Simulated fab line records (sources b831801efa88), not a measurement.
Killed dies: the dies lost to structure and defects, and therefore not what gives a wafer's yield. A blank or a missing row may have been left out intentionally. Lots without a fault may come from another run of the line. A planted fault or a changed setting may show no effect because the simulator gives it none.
fab line records ; flow sky130
record lots=7; wafers=18; last-day=51
route steps=708 shown VIA1@461 PAD_OPEN@708
lots that met no fault: taken from a fault-free run of the same line
start-h: start of the lot's first displayed wafer, in hours after the record's first day ; wait-h: hours since the lot's step before ; " the same as in the row above ; L1.1+2: a single row standing in for several wafers ; - no value, or no start given ; * or withheld: withheld ; < > ~ a bound
route shown NAME@n: names a module that has steps shown in the file, with the first one's number in the route ; usual: average and standard deviation across the fault-free wafers ; same: alike in all rows ; chamber/n: place in a boat ; sites: readings site by site ; _std_site: standard deviation across them ; _edge_site: inner sites' mean taken away from outer sites' mean ; radius-mm: for every site, how far away it sits from the centre of the wafer ; mask NAME#n: copy n ; behind: tool/chamber where the wafer was last shaped ; hold: what put the lot on hold/how long, in hours/how the hold closed ; device: the transistor (n, p or np) that didn't switch ; end of line: tests run on the same wafers once the route is complete ; a step without rows: its recipe alone ; killed: the dies lost at the first sort to structure and to defects; this is not the yield of the wafer ; map: per-die view of a wafer (x killed, . not killed, _ where there is no die)
set.NAME: the run value of the setting; set.NAME@STEP: its run value at that earlier step ; model.NAME: the simulator's own value behind a step, which no gauge read
certain route steps with their lots: each step a table, each wafer a row
services: the hour from which a tool's chamber was out of use, counted from the record's first day as start-h (under 0 if before that day), plus the number of hours and why
## steps
# step SKY_VIA1_BOW_MEAS_03
# recipe mode=bow
# usual VIA1_BOW=80/7.2
lot.wafer;tool;chamber;start-h;wait-h;VIA1_BOW[um]
L589.2;film-metro-03;-;821.31;0.2;89
L589.3;film-metro-03;-;821.31;0.2;83
L589.5;film-metro-03;-;821.31;0.2;81
L594.1;film-metro-03;-;870.77;0.1;75
L594.2;film-metro-03;-;870.77;0.1;77
L596.1;film-metro-03;-;881.52;0.2;71
L596.3;film-metro-03;-;881.52;0.2;80
L598.3;film-metro-02;-;898.64;0.2;76
L598.4;film-metro-02;-;898.64;0.2;73
L600.1;film-metro-02;-;919.09;0.2;86
L600.5;film-metro-02;-;919.09;0.2;81
L600.6;film-metro-02;-;919.09;0.2;84
L607.1;film-metro-01;-;953.39;0.2;71
L607.2;film-metro-01;-;953.39;0.2;79
L607.3;film-metro-01;-;953.39;0.2;82
L608.3;film-metro-02;-;955.85;0.1;77
L608.4;film-metro-02;-;955.85;0.1;104
L608.6;film-metro-02;-;955.85;0.1;69
# step SKY_VIA1_DEHYDRATE_04
# recipe temp-c=200; time-s=60
# step SKY_VIA1_HMDS_05
# recipe prime-time-s=60; prime-temp-c=120
# step SKY_VIA1_COAT_06
# recipe resist=BARC; temp-c=withheld; time-s=withheld; spin-rpm=3000; resist-thk-nm=60
# step SKY_VIA1_COAT_07
# recipe resist=KrF-thick; spin-rpm=3000; resist-thk-nm=450
# step SKY_VIA1_SOFTBAKE_08
# recipe temp-c=100; time-s=90; resist=KrF-thick
# step SKY_VIA1_EXPOSE_09
# recipe mask-id=VIM; na=0.8; source-shape=annular; sigma-inner=0.55; sigma-outer=0.85; target-cd-nm=150; dose-mj=38
# step SKY_VIA1_PEB_10
# recipe peb-temp-c=withheld; peb-time-s=withheld; resist=KrF-thick
# step SKY_VIA1_DEVELOP_11
# recipe develop-time-s=60; resist=KrF-thick; dev-temp-c=21
# step SKY_VIA1_CD_MEAS_12
# recipe target-cd-nm=150
# usual cd-nm=150.4/1.6
lot.wafer;tool;chamber;start-h;wait-h;cd-nm
L589.2;cd-sem-01;-;847.72;-;153.0
L589.3;cd-sem-01;-;847.72;-;152.0
L589.5;cd-sem-01;-;847.72;-;152.0
L594.1;cd-sem-01;-;897.22;-;148.7
L594.2;cd-sem-01;-;897.22;-;147.6
L596.1;cd-sem-01;-;907.25;-;151.2
L596.3;cd-sem-01;-;907.25;-;150.6
L598.3;cd-sem-01;-;924.10;-;151.4
L598.4;cd-sem-01;-;924.10;-;150.8
L600.1;cd-sem-01;-;944.08;-;150.1
L600.5;cd-sem-01;-;944.08;-;151.9
L600.6;cd-sem-01;-;944.08;-;151.3
L607.1;cd-sem-01;-;978.05;-;151.9
L607.2;cd-sem-01;-;978.05;-;153.0
L607.3;cd-sem-01;-;978.05;-;153.0
L608.3;cd-sem-01;-;980.14;-;149.9
L608.4;cd-sem-01;-;980.14;-;150.5
L608.6;cd-sem-01;-;980.14;-;151.1
# step SKY_VIA1_OVL_MEAS_13
# usual VIA1_OVL=-1/4.7
lot.wafer;tool;chamber;start-h;wait-h;VIA1_OVL[nm]
L589.2;overlay-02;-;847.83;0.1;4
L589.3;overlay-02;-;847.83;0.1;-12
L589.5;overlay-02;-;847.83;0.1;0
L594.1;overlay-02;-;897.34;0.1;-8
L594.2;overlay-02;-;897.34;0.1;0
L596.1;overlay-01;-;907.37;0.1;-1
L596.3;overlay-01;-;907.37;0.1;3
L598.3;overlay-02;-;924.20;0.1;3
L598.4;overlay-02;-;924.20;0.1;-3
L600.1;overlay-02;-;944.20;0.1;8
L600.5;overlay-02;-;944.20;0.1;-6
L600.6;overlay-02;-;944.20;0.1;-3
L607.1;overlay-02;-;978.17;0.1;1
L607.2;overlay-02;-;978.17;0.1;-2
L607.3;overlay-02;-;978.17;0.1;-2
L608.3;overlay-01;-;980.23;0.1;-12
L608.4;overlay-01;-;980.23;0.1;-2
L608.6;overlay-01;-;980.23;0.1;1
# step SKY_VIA1_ETCH_14
# recipe chemistry=N2/H2; target=BARC; ion-energy-ev=200; source-w=500; bias-w=100; pressure-mtorr=30; n2-flow-sccm=100; h2-flow-sccm=200; stop-on=SiO2; time-s=45.9; target-depth-a=600
# usual drypump-motor-current-A=5.8/0.57; oes-product-au=0.856/0.005; run-length-s=74.1/0.47; throttle-valve-pct=13.225/0.0096
lot.wafer;tool;chamber;start-h;wait-h;drypump-motor-current-A;oes-product-au;rf-hours-counter-h;run-length-s;throttle-valve-pct
L589.2;rie-diel-03;0;847.86;0.0;6.0;0.847;15;74.2;13.215
L589.3;rie-diel-03;3;847.86;0.0;5.1;0.849;13;74.6;13.224
L589.5;rie-diel-03;2;847.86;0.0;5.6;0.859;-;73.8;13.226
L594.1;rie-diel-04;1;897.38;0.0;6.5;0.851;6;73.9;13.225
L594.2;rie-diel-04;3;897.38;0.0;5.0;0.864;2;74.1;13.230
L596.1;rie-diel-04;0;907.41;0.0;6.7;0.856;18;73.8;13.211
L596.3;rie-diel-04;2;907.41;0.0;6.5;0.858;15;73.1;13.215
L598.3;rie-diel-04;3;924.22;0.0;5.0;0.859;3;73.9;13.225
L598.4;rie-diel-04;2;924.22;0.0;6.5;0.857;16;73.2;13.224
L600.1;rie-diel-02;1;944.24;0.0;5.7;0.859;5;75.0;13.215
L600.5;rie-diel-02;2;944.24;0.0;6.4;0.859;-;74.5;13.207
L600.6;rie-diel-02;1;944.24;0.0;5.7;0.855;-;74.9;13.224
L607.1;rie-diel-02;3;978.21;0.0;5.3;0.853;14;73.3;13.237
L607.2;rie-diel-02;0;978.21;0.0;5.3;0.852;15;74.5;13.231
L607.3;rie-diel-02;1;978.21;0.0;5.7;0.859;6;75.1;13.214
L608.3;rie-diel-03;0;980.26;0.0;6.0;0.861;19;74.2;13.239
L608.4;rie-diel-03;1;980.26;0.0;5.5;0.855;15;74.1;13.215
L608.6;rie-diel-03;2;980.26;0.0;5.6;0.859;-;73.7;13.222
# step SKY_VIA1_ETCH_15
# recipe target=SiO2; chemistry=C4F8/O2/Ar; target-depth-nm=351; stop-on=TiN; mask-material=KrF-thick; source-w=1500; bias-w=1200; pressure-mtorr=40; c4f8-flow-sccm=withheld; O2_flow_sccm=6; Ar_flow_sccm=300; time-s=54
# usual oes-product-au=0.982/0.0058; run-length-s=82.2/0.44
lot.wafer;tool;chamber;start-h;wait-h;oes-product-au;rf-hours-counter-h;run-length-s;model.KrF-thick_of_VIA1_COAT_07.thk-nm;model.TiN_of_METAL1_SPUTTER_04.thk-nm
L589.2;rie-diel-03;0;847.90;0.0;0.982;15;82.4;321.7;70.85
L589.3;rie-diel-03;3;847.90;0.0;0.977;13;82.6;324.7;72.03
L589.5;rie-diel-03;2;847.90;0.0;0.988;-;81.7;318.6;70.78
L594.1;rie-diel-04;1;897.42;0.0;0.944;6;86.5;318.6;67.43
L594.2;rie-diel-04;3;897.42;0.0;0.984;2;82.1;323.3;69.65
L596.1;rie-diel-04;0;907.45;0.0;0.950;18;85.9;316;68.87
L596.3;rie-diel-04;2;907.45;0.0;0.973;15;81.3;322;68.71
L598.3;rie-diel-04;3;924.26;0.0;0.979;3;82.0;324.7;69.91
L598.4;rie-diel-04;2;924.26;0.0;0.933;16;85.7;318;68.49
L600.1;rie-diel-02;1;944.28;0.0;0.991;5;83.1;320.2;69.36
L600.5;rie-diel-02;2;944.28;0.0;0.993;-;82.4;320.4;70.52
L600.6;rie-diel-02;1;944.28;0.0;0.985;-;83.3;319.7;69.67
L607.1;rie-diel-02;3;978.25;0.0;0.985;14;81.5;321.6;68.4
L607.2;rie-diel-02;0;978.25;0.0;0.981;15;82.2;321.1;69.82
L607.3;rie-diel-02;1;978.25;0.0;0.990;6;83.3;319.9;68.67
L608.3;rie-diel-03;0;980.30;0.0;0.982;19;82.6;321.2;69.36
L608.4;rie-diel-03;1;980.30;0.0;0.979;15;81.9;321;70.79
L608.6;rie-diel-03;2;980.30;0.0;0.984;-;82.0;320.6;70.08
# step SKY_VIA1_STRIP_16
# recipe chemistry=O2/N2; power-w=1400; pressure-mtorr=1500; platen-temp-c=withheld; o2-flow-sccm=3000; n2-flow-sccm=300; overash-fraction=0.5
# usual drypump-motor-current-A=5.7/0.57; oes-product-au=0.416/0.0045; strip-time-to-endpoint-s=4.459/0.026
lot.wafer;tool;chamber;start-h;wait-h;drypump-motor-current-A;oes-product-au;rf-hours-counter-h;strip-time-to-endpoint-s
L589.2;plasma-asher-03;0;847.95;0.0;5.6;0.415;71;4.451
L589.3;plasma-asher-03;1;847.95;0.0;6.3;0.413;-;4.488
L589.5;plasma-asher-03;0;847.95;0.0;5.6;0.417;-;4.434
L594.1;plasma-asher-02;0;897.47;0.0;6.2;0.413;6;4.417
L594.2;plasma-asher-02;1;897.47;0.0;4.7;0.415;6;4.467
L596.1;plasma-asher-01;1;907.50;0.0;6.2;0.417;51;4.396
L596.3;plasma-asher-01;0;907.50;0.0;5.4;0.418;-;4.461
L598.3;plasma-asher-02;1;924.34;0.1;4.7;0.418;-;4.492
L598.4;plasma-asher-02;0;924.34;0.1;6.2;0.414;-;4.420
L600.1;plasma-asher-03;1;944.33;0.0;6.2;0.416;81;4.451
L600.5;plasma-asher-03;1;944.33;0.0;6.2;0.410;-;4.441
L600.6;plasma-asher-03;0;944.33;0.0;5.6;0.417;-;4.435
L607.1;plasma-asher-02;1;978.30;0.0;4.7;0.417;14;4.464
L607.2;plasma-asher-02;0;978.30;0.0;6.2;0.416;14;4.440
L607.3;plasma-asher-02;0;978.30;0.0;6.2;0.413;-;4.422
L608.3;plasma-asher-02;0;980.38;0.1;6.2;0.414;-;4.452
L608.4;plasma-asher-02;1;980.38;0.1;4.8;0.415;-;4.441
L608.6;plasma-asher-02;0;980.38;0.1;6.2;0.419;-;4.425
# step SKY_PAD_OPEN_PROBE_99
# usual defect-limited-yield=82.6/1.7; killed_at_M0_to_M3=43/7; killed_at_M4_up=3.1/1.5; killed-at-contacts=23/4.9; killed-at-front-end=16/3.9; killed-at-other=0.3/0.52; killed-dies=86/8.2; killed-open=47/6.1; killed-short=38/5.8; sort_bin_3_pad_short=0.8/0.41; sort_bin_5_function=10.2/1.3; sort_bin_6_memory=6.4/1.1; sort-n-pass=406/8.2; sort-yield-pct=82.6/1.7
# same gross-dies=492; killed-at-back-side=0; sort_bin_4_leakage[%]=0; sort_bin_8_speed[%]=0
lot.wafer;tool;chamber;start-h;wait-h;defect-limited-yield[%];killed_at_M0_to_M3;killed_at_M4_up;killed-at-contacts;killed-at-front-end;killed-at-other;killed-dies;killed-open;killed-short;sort_bin_3_pad_short[%];sort_bin_5_function[%];sort_bin_6_memory[%];sort-n-pass;sort-yield-pct[%]
L589.2;prober-01;-;1126.67;0.1;84.3;41;0;21;15;0;77;44;33;0.8;9.6;5.3;415;84.3
L589.3;prober-01;-;1126.72;0.2;83.3;39;1;24;18;0;82;47;34;0.6;9.6;6.5;410;83.3
L589.5;prober-01;-;1126.82;0.2;84.3;37;6;25;8;1;77;43;34;0.4;10.0;5.3;415;84.3
L596.1;prober-01;-;1175.08;0.1;85.8;32;3;25;10;0;70;43;27;0.8;7.5;5.9;422;85.8
L596.3;prober-01;-;1175.18;0.2;85.0;48;3;11;12;0;74;37;37;0;10.2;4.9;418;85.0
# killed by level:class
L589.2 VIA1:geometric-particle:open=11 CONTACT:geometric-particle:open=9 VIA1:geometric-particle:short=7 VIA3:geometric-particle:open=7 LOCAL_INTERCONNECT:geometric-particle:short=6 VIA2:geometric-particle:short=5 SPACER:geometric-particle:open=4 FIELD_ISO:geometric-particle:short=3
L589.3 VIA3:geometric-particle:open=8 LOCAL_INTERCONNECT:geometric-particle:short=8 VIA2:geometric-particle:open=7 VIA1:geometric-particle:open=7 POLY_GATE:geometric-particle:open=6 LI_CONTACT:geometric-particle:open=5 CONTACT:geometric-particle:short=5 METAL3:geometric-particle:short=5
L589.5 VIA1:geometric-particle:open=10 CONTACT:geometric-particle:open=8 CONTACT:geometric-particle:short=8 LI_CONTACT:geometric-particle:open=7 VIA2:geometric-particle:open=6 METAL2:geometric-particle:short=5 VIA2:geometric-particle:short=5 FIELD_ISO:geometric-particle:short=3
L596.1 CONTACT:geometric-particle:open=10 LI_CONTACT:geometric-particle:open=7 VIA1:geometric-particle:open=7 CONTACT:geometric-particle:short=5 FIELD_ISO:geometric-particle:short=4 METAL1:geometric-particle:short=4 VIA2:geometric-particle:open=4 METAL2:geometric-particle:short=4
L596.3 VIA1:geometric-particle:open=13 METAL2:geometric-particle:short=10 VIA3:geometric-particle:open=7 FIELD_ISO:geometric-particle:short=5 VIA1:geometric-particle:short=5 VIA2:geometric-particle:open=5 LI_CONTACT:geometric-particle:open=4 POLY_GATE:geometric-particle:open=4
## services
tool;chamber;start-h;hours;kind
plasma-asher-02;-;845.56;7.7;repair
rie-diel-03;2;862.19;1.9;repair
rie-diel-04;-;867.07;2.8;pm
rie-diel-02;1;871.97;12.6;repair
plasma-asher-02;-;874.53;15.6;pm
plasma-asher-01;-;884.84;2.0;repair
rie-diel-04;1;890.49;6.2;repair
rie-diel-04;2;891.64;1.2;repair
plasma-asher-02;-;917.56;2.8;pm
rie-diel-03;2;925.45;-;clean
rie-diel-03;2;925.45;23.6;scheduled-down
rie-diel-03;2;925.45;23.6;vent-cycle
plasma-asher-01;-;949.62;14.6;pm
rie-diel-02;-;964.50;2.2;repair
plasma-asher-03;-;967.43;0.3;repair
rie-diel-02;2;973.79;5.5;repair
## key
first-sign step=SKY_VIA1_ETCH_15; reading=run-length-s; direction=up; sigmas=8.7; usual=*; struck=*
effect step=SKY_VIA1_ETCH_15; reading=oes-product-au; direction=down; sigmas=6.9; usual=0.982; struck=0.943
model-effect step=SKY_VIA1_ETCH_15; value=KrF-thick_of_VIA1_COAT_07.thk-nm; without=323; struck=317.5
met-at SKY_VIA1_ETCH_15
struck-wafers L594.1,L596.1,L598.4
fault kind=process-parameter-drift; tool=rie-diel-04; chamber=-; onset-h=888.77; steps=SKY_VIA1_ETCH_15; channel=time-s; offset=*; shape=step; end-h=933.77; scope=struck-wafers-only; acts-in=*; stated=*
